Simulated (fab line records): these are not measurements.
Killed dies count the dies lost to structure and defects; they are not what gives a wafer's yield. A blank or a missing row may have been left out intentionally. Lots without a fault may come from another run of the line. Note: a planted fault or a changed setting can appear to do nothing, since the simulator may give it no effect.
Struck lot and sound lot, side by side | flow sky130 | 36 out of 708 route steps
Sound: wafers L433.1, L433.2, L433.5. Wafers L442.2, L442.3, L442.5 were the ones struck. The cause is named last.
Each step with rows lists, per side, the tool, then ch with its chambers, then its first start. Under that, the readings that differ: sound wafers | struck wafers | difference of the means | sigmas: that difference in standard deviations of wafers without a fault.
alike: readings whose means differ by less than 2 such deviations, and words and numbers that are the same on both sides. not compared: withheld readings, readings that some wafer has no value for, bounds like >300 that may hide the same value, and numbers for which the record gives no deviation and whose values overlap.
Wherever a step has rows on one side only, a row that says differs or no value, or a row with sigmas, the two part there. Non-overlapping numbers with no deviation appear without sigmas and do not part them. A reading missing from all wafers of one side parts the sides only when that side holds two or more wafers.

first, 11 steps without rows for these wafers: SKY_LDD_LDN_DEHYDRATE_00 (time 60 s); SKY_LDD_LDN_HMDS_01 (prime time 60 s); SKY_LDD_LDN_COAT_02 (resist thk 1140 nm); SKY_LDD_LDN_SOFTBAKE_03 (time 60 s); SKY_LDD_LDN_EXPOSE_04 (exposes mask LDNTM, target cd 700 nm); SKY_LDD_LDN_PEB_05; SKY_LDD_LDN_DEVELOP_06 (develop time 60 s); SKY_LDD_LDN_IMPLANT_08; SKY_LDD_LDN_IMPLANT_09; SKY_LDD_LDN_IMPLANT_10; SKY_LDD_LDN_IMPLANT_11.
SKY_LDD_LDN_STRIP_12: strips in O2/N2.
  sound on plasma asher-03 ch 0,1, day 25 16:35; struck on plasma asher-04 ch 1, day 29 02:02
  reading                     | sound       | struck      | difference | sigmas
  drypump motor current A (A) | 6.7 6.8 6.7 | 5.4 5.4 5.4 | -1.3       | -3
  alike: oes product au, strip time to endpoint s
  not compared: rf hours counter h
then, 23 steps without rows for these wafers: SKY_LDD_LDN_CLEAN_14 (cleans in SC1/SC2, time 150 s); SKY_SPACER_CVD_00 (deposits Si3N4 from DCS/NH3, target thk 43.1 nm, time 740 s); SKY_SPACER_ETCHBACK_02 (etches Si3N4 in CH3F/O2, stops on SiO2, time 46.7 s, target depth 45 nm); SKY_POLY_CUT_DEHYDRATE_00 (time 60 s); SKY_POLY_CUT_HMDS_01 (prime time 60 s); SKY_POLY_CUT_COAT_02 (resist thk 60 nm); SKY_POLY_CUT_COAT_03 (resist thk 450 nm); SKY_POLY_CUT_SOFTBAKE_04 (time 90 s); SKY_POLY_CUT_EXPOSE_05 (exposes mask NPCM, target cd 270 nm); SKY_POLY_CUT_PEB_06; SKY_POLY_CUT_DEVELOP_07 (develop time 60 s); SKY_POLY_CUT_ETCH_10 (etches BARC in N2/H2, stops on SiO2, time 45.9 s, target depth 60 nm); SKY_POLY_CUT_ETCH_11 (etches Si3N4 in CF4/CH2F2/Ar, stops on poly-Si, time 42.5 s, target depth 60 nm); SKY_POLY_CUT_STRIP_12 (strips in O2/N2); SKY_SD_P_DEHYDRATE_00 (time 60 s); SKY_SD_P_HMDS_01 (prime time 60 s); SKY_SD_P_COAT_02 (resist thk 1140 nm); SKY_SD_P_SOFTBAKE_03 (time 60 s); SKY_SD_P_EXPOSE_04 (exposes mask PSDM, target cd 380 nm); SKY_SD_P_PEB_05; SKY_SD_P_DEVELOP_06 (develop time 60 s); SKY_SD_P_IMPLANT_09; SKY_SD_P_STRIP_10 (strips in O2/N2).
-- a jump in the record: the struck wafers' starts before and after are 20 days apart (it breaks off in module SD_P and resumes in module PAD_OPEN, where the first step shown is number 708 of the route) --
SKY_PAD_OPEN_PROBE_99:
  sound on prober-01, day 47 11:02; struck on prober-02, day 49 11:35
  reading             | sound    | struck      | difference | sigmas
  killed at front end | 15 15 16 | 41 34 39    | +23        | +5
  killed dies         | 90 85 68 | 113 118 100 | +29        | +3
  alike: killed_at_M0_to_M3, killed_at_M4_up, killed at contacts, killed at other, killed open, killed short

## WHERE THEY PART
First at SKY_LDD_LDN_STRIP_12; last, within this record, at SKY_PAD_OPEN_PROBE_99.

WHY: whatever the simulator had introduced
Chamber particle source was plasma asher-04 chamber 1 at SKY_LDD_LDN_STRIP_12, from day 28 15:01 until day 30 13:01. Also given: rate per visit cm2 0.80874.
